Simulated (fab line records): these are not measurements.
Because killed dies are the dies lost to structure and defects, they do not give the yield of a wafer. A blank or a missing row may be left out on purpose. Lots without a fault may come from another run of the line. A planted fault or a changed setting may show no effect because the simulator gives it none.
Which tool did it? :: flow sky130 :: 7 lots with 21 wafers sampled at 2 steps, on a route of 708 steps

WHAT THE GAUGES READ, wafer by wafer
SKY_METAL2_CD_MEAS_15: target cd 140 nm.
lot: L996
measured: day 35 15:30
on: cd_sem-01
cd_nm (nm): 139.4 139.6 140.6

lot: L997
measured: day 36 03:46
on: cd_sem-01
cd_nm (nm): 138.3 139.3 138.1

lot: L999
measured: day 37 01:37
on: cd_sem-01
cd_nm (nm): 137.7 136.5 137.6

lot: L101
measured: day 37 11:58
on: cd_sem-01
cd_nm (nm): 140.4 140.3 140.2

lot: L103
measured: day 38 03:56
on: cd_sem-02
cd_nm (nm): 141.9 142.1 141.4

lot: L105
measured: day 38 16:22
on: cd_sem-01
cd_nm (nm): 138.1 138.5 139.1

lot: L113
measured: day 40 21:07
on: cd_sem-02
cd_nm (nm): 141.4 140.6 58.8

WHAT TOOL EACH LOT RAN ON (gives the tool, then ch and the chambers of the sampled wafers, and finally the start)
lot: L996
SKY_METAL2_EXPOSE_12: krf_scanner-02 ch 0, day 35 02:09

lot: L997
SKY_METAL2_EXPOSE_12: krf_scanner-01 ch 0, day 35 15:06

lot: L999
SKY_METAL2_EXPOSE_12: krf_scanner-01 ch 0, day 36 13:07

lot: L101
SKY_METAL2_EXPOSE_12: krf_scanner-01 ch 0, day 36 23:02

lot: L103
SKY_METAL2_EXPOSE_12: krf_scanner-02 ch 0, day 37 15:21

lot: L105
SKY_METAL2_EXPOSE_12: krf_scanner-02 ch 0, day 38 04:07

lot: L113
SKY_METAL2_EXPOSE_12: krf_scanner-01 ch 0, day 40 09:43
- SKY_METAL2_EXPOSE_12: exposes mask MM2, target cd 140 nm.

THE ANSWER, worked out from the rows above alone
Rule: what is usual is taken from the lots themselves. The widest of any qualifying gaps counts: lots, ordered by their means at a reading, are off when they make up no more than a third of the lots, leave a main group of 4 or more, and stand apart from it by 3 or more times the standard deviation of that group's means. A main group is skipped when, at the precision printed for the reading in the tables above, its means are all equal. Also off: a lot with no number at a reading for which 4 or more lots have one. Any other lot the step has rows for is counted as sound.
Off, at SKY_METAL2_CD_MEAS_15 on cd_nm: L113. Main group: mean 139.4 nm, sd 1.5.
If a tool, at a process step before that reading, ran all the lots that are off and no sound lot after the first of them, it fits. Those tools and the gauges at SKY_METAL2_CD_MEAS_15 are tried in the same way. Can't be told from this: 2 tools fit, krf_scanner-01 at SKY_METAL2_EXPOSE_12, cd_sem-02 at SKY_METAL2_CD_MEAS_15.

WHAT THE SIMULATOR HAD PUT IN
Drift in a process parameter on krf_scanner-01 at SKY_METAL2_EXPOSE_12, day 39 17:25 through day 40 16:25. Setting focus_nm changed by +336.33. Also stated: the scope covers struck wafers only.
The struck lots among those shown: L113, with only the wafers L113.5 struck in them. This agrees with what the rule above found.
